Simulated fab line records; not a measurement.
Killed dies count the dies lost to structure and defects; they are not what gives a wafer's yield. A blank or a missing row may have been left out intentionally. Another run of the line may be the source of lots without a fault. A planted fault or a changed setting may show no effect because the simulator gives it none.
A single fault, viewed from 2 desks :: flow gf180mcu :: each desk has only its own numbers; what lay behind them comes last

METROLOGY DESK
What the gauges read, lot by lot, whatever tool the lot ran on: means of the sampled wafers that have a number. A lot is out of limits, marked OUT, if its mean lies more than 4 standard deviations from the usual mean; the brackets give that distance.
Columns: A = PASSIVATION_BOW at GF_PASSIVATION_BOW_MEAS_14, usual 136 um
lot: L991
first seen here: day 29 05:28
A: 151

lot: L992
first seen here: day 29 06:55
A: 119

lot: L993
first seen here: day 29 18:46
A: 143

lot: L994
first seen here: day 29 22:12
A: 134

lot: L995
first seen here: day 30 07:22
A: 136

lot: L996
first seen here: day 30 14:49
A: 136

lot: L998
first seen here: day 31 08:14
A: 145

lot: L100
first seen here: day 31 19:56
A: 137

lot: L101
first seen here: day 32 02:02
A: 128

lot: L102
first seen here: day 32 05:28
A: 145

lot: L103
first seen here: day 32 16:41
A: 127

lot: L109
first seen here: day 33 20:21
A: 140

lot: L114
first seen here: day 35 05:18
A: 136
This desk found nothing out of limits on any of the 13 lots.

DESK OF THE TOOL OWNER: cvd-w-01
The tool's own readings at GF_V2_CVD_23 (deposits W, target thk 350 nm, time 104.94 s): means of the sampled wafers that have a number, for each lot that ran on this tool. A lot is out of limits, marked OUT, if its mean lies more than 4 standard deviations from the usual mean; the brackets give that distance.
Columns: A = heater-power-w at GF_V2_CVD_23, usual 887 W
lot: L991
first seen here: day 20 12:14
A: 923

lot: L995
first seen here: day 21 21:44
A: 919

lot: L996
first seen here: day 22 06:47
A: 908

lot: L998
first seen here: day 23 03:37
A: 916

lot: L101
first seen here: day 24 00:44
A: 931

lot: L102
first seen here: day 24 07:33
A: 930

lot: L103
first seen here: day 24 23:14
A: 907

lot: L114
first seen here: day 28 07:36
A: 928
This desk found nothing out of limits on any of the 8 lots.

ALL TOGETHER
Nothing out of limits was seen by the metrology desk.
The tool owner's desk saw nothing out of limits.

WHAT THE SIMULATOR HAD PUT IN
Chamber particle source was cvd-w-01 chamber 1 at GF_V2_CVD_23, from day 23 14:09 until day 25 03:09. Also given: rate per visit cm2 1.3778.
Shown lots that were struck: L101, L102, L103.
